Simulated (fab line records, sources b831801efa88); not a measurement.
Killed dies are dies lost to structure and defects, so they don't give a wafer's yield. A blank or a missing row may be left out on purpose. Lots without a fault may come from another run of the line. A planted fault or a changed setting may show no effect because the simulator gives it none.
A struck lot beside a sound one | flow sky130 | 18 steps out of a route of 708
Sound: wafers L381.3, L381.4, L381.6. Struck: wafers L387.4, L387.5. (L387.3 of the same lot was not struck and is left out.) The cause comes at the end.
At each step with rows: each side's tool, then ch and its chambers, then its first start. Under that, the readings that differ: sound wafers | struck wafers | difference of the means | sigmas: that difference in standard deviations of wafers without a fault.
alike: readings whose means differ by less than 2 such deviations, and words and numbers that are the same on both sides. not compared: withheld readings, readings that some wafer has no value for, bounds like >300 that may hide the same value, and numbers for which the record gives no deviation and whose values overlap.
The two part at a step that has a row with sigmas, a row that says differs or no value, or rows on one side only. Numbers that don't overlap but have no deviation are shown without sigmas and don't part them. A reading that every wafer of one side lacks parts them only if that side has two wafers or more.

first, 5 steps without rows for these wafers: SKY_VIA4_COAT_06 (resist thk 1140 nm); SKY_VIA4_SOFTBAKE_07 (time 60 s); SKY_VIA4_EXPOSE_08 (exposes mask VIM4, target cd 800 nm); SKY_VIA4_PEB_09; SKY_VIA4_DEVELOP_10 (develop time 60 s).
SKY_VIA4_OVL_MEAS_11:
  sound on overlay-01, day 44 12:40; struck on overlay-02, day 46 02:59
  alike: VIA4_OVL
SKY_VIA4_ETCH_12: etches SiO2 in C4F8/O2/Ar, stops on TiN, target depth 580 nm.
  sound on rie_diel-02 ch 1,2, day 44 12:41; struck on rie_diel-03 ch 0,2, day 46 03:00
  alike: oes_product_au
SKY_VIA4_STRIP_13: strips in O2/N2.
  sound on plasma_asher-03 ch 0,1, day 44 12:48; struck on plasma_asher-03 ch 1, day 46 03:07
  alike: drypump_motor_current_A, n2_flow_sccm, oes_product_au, strip_time_to_endpoint_s
  not compared: rf_hours_counter_h
then, 3 steps without rows for these wafers: SKY_VIA4_STRIP_14 (strips in post etch residue remover, time 1200 s); SKY_VIA4_CLEAN_15 (cleans in IPA, time 180 s); SKY_VIA4_CLEAN_16 (cleans in O3/DIW).
SKY_VIA4_SPUTTER_17: material TiN, target thk 20 nm, time 80 s.
  sound on pvd_sputter-02, day 44 13:23; struck on pvd_sputter-04, day 46 03:40
  alike: throttle_valve_pct
SKY_VIA4_CVD_18: deposits W, target thk 505 nm, time 152.14 s.
  sound on cvd_w-02 ch 0,1, day 44 13:29; struck on cvd_w-02 ch 0, day 46 03:47
  reading                            | sound             | struck      | difference | sigmas
  model.W_of_VIA4_CVD_18.thk_nm (nm) | 461.8 460.9 463.2 | 654.6 645.9 | +188.3     |
  alike: heater_power_w
SKY_VIA4_RS_MEAS_19: measures by four-point-probe.
  sound on film_metro-03, day 44 13:38; struck on film_metro-03, day 46 03:55
  reading            | sound                | struck        | difference | sigmas
  VIA4_W_RS (ohm/sq) | 0.2482 0.2483 0.2467 | 0.1743 0.1764 | -0.0724    | -25
SKY_VIA4_THK_MEAS_20: measures by xrf.
  sound on film_metro-03, day 44 13:44; struck on film_metro-03, day 46 04:01
  reading         | sound       | struck  | difference | sigmas
  VIA4_W_THK (nm) | 462 457 462 | 655 645 | +190       | +30
SKY_VIA4_CMP_21: polishes, stops on SiO2, t overpolish 25 s, target thk 0 nm.
  sound on cmp-02 ch 1,2, day 44 13:56; struck on cmp-01 ch 1,2, day 46 04:10
  reading                | sound       | struck  | difference | sigmas
  time_to_endpoint_s (s) | 108 108 106 | 158 157 | +50        | +14
  alike: edge_zone_pressure_frac, motor_current_A
SKY_METAL5_SPUTTER_00: material Ti, target thk 15 nm, time 10 s.
  sound on pvd_sputter-04, day 44 14:14; struck on pvd_sputter-02, day 46 04:28
  reading                | sound          | struck    | difference | sigmas
  throttle_valve_pct (%) | 31.8 31.8 29.4 | 26.9 29.5 | -2.8       | -2
-- the record jumps here: 3 days lie between the struck wafers' starts before and after (it left off in module METAL5 and takes up again in module PAD_OPEN, whose first step shown is number 708 of the route) --
SKY_PAD_OPEN_PROBE_99:
  the record has rows for the struck wafers here (prober-02, day 48 18:50) and none for the sound ones

WHERE THEY PART
First at SKY_VIA4_RS_MEAS_19; last, within this record, at SKY_PAD_OPEN_PROBE_99.

WHY: what the simulator had put in
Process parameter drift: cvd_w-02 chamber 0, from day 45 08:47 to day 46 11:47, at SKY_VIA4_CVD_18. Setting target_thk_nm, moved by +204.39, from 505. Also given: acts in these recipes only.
